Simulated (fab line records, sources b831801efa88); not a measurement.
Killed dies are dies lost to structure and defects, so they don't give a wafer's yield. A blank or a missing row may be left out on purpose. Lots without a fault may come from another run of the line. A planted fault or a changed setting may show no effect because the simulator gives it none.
Problem report in the 8D (eight disciplines) form, filled by code | flow sfq_line | the parts of the form that need people (team, actions taken, sign-off) are left out

1. THE PROBLEM
L0_MONX_KI_RS at SFQ_L0_RS_MEAS_901 reads a mean of 110.5 ohm/sq on 3 wafers of 2 lots; wafers without a fault read 43.6 ohm/sq with a standard deviation of 0.43. That is +99 or more standard deviations from the usual mean.
The step: measures by four-point-probe.
First seen on wafer L643.3, day 2 13:34, on film_metro-02. The record holds 42 wafers of 14 lots with a number at this step. Rule for "out", or "out of limits": more than 4 standard deviations from the usual mean. The other wafers with a number count as sound.

2. WHAT IT IS AND WHAT IT IS NOT
question                    | is                     | is not
which readings at this step | L0_MONX_KI_RS          | -
which lots                  | L643, L646             | L638, L640, L645, L647, L652, L653, L654, L656, L658, L659, L660, L661
which wafers of those lots  | L643.3, L643.4, L646.4 | L643.1, L646.1, L646.5
read on which gauges        | film_metro-02          | film_metro-01, film_metro-04
when                        | from day 2 13:34       | up to then (7 sound wafers); but 32 sound wafers of L645, L646, L647, L652, L653, L654, L656, L658, L659, L660, L661 came after

3. SUSPECTS, AND WHAT RULES EACH OUT
Counting: a tool at a process step up to the reading stays a suspect if it ran every lot that is out. Sound lots after the first of them don't rule it out here, since some wafers of a struck lot are sound.
- the gauge at SFQ_L0_RS_MEAS_901: ruled out. All the wafers that are out were read on film_metro-02, but those of them that SFQ_TRILAYER_L0_ETCH_METAL_ETCH_008 has rows for are out there too, on other tools.
- pvd_sputter-05 at SFQ_TRILAYER_L0_DEP_SPUTTER_003 (material MoNx KI, target thk 40 nm, time 100 s): kept. It ran every lot that is out, first L643 (day 2 13:29); its last sound lot up to then is L640 (day 1 22:29).
Left after counting: pvd_sputter-05 at SFQ_TRILAYER_L0_DEP_SPUTTER_003.

4. THE CAUSE (what the simulator had put in)
Process parameter drift: pvd_sputter-05, from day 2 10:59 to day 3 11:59, at SFQ_TRILAYER_L0_DEP_SPUTTER_003. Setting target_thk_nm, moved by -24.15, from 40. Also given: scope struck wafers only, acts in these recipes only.
Counting left only this tool.

5. THE CHAIN OF EFFECTS, in route order
Each row: a reading whose mean over the struck wafers that have a number lies more than 3 standard deviations from the usual. Only readings for which the record gives a usual standard deviation are gone through. hours: the time from each lot's start at the first step in this table that gives one to its start at this step, as a median over the lots. sigmas: the change in usual standard deviations.
hours | step                                | reading        | usual       | on struck wafers | change | sigmas
0     | SFQ_L0_RS_MEAS_901                  | L0_MONX_KI_RS  | 43.6 ohm/sq | 110.5            | +66.9  | +99 or more
0     | SFQ_L0_THK_MEAS_902                 | L0_MONX_KI_THK | 39.7 nm     | 15.7             | -24.0  | -55
61    | SFQ_TRILAYER_L0_ETCH_METAL_ETCH_008 | oes_product_au | 0.872 a.u.  | 0.571            | -0.301 | -49
The process steps in it:
- SFQ_TRILAYER_L0_ETCH_METAL_ETCH_008: etches MoNx KI in SF6/O2, stops on SiO2, target depth 50 nm, time 25 s.

6. WHAT WOULD HAVE CAUGHT IT SOONER
In this record the first reading out of limits at a measuring or inspecting step was taken at day 2 13:34, 3 hours after the fault began at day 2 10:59.
Of the tool readings at SFQ_TRILAYER_L0_DEP_SPUTTER_003 for which the record gives a usual standard deviation, none was out on any struck wafer, so an alarm limit of 4 standard deviations on them would not have fired.
Of the lots that are out (2), L646 began SFQ_TRILAYER_L0_DEP_SPUTTER_003 on pvd_sputter-05 after day 2 13:34. A hold on the tool at that time would have spared it.
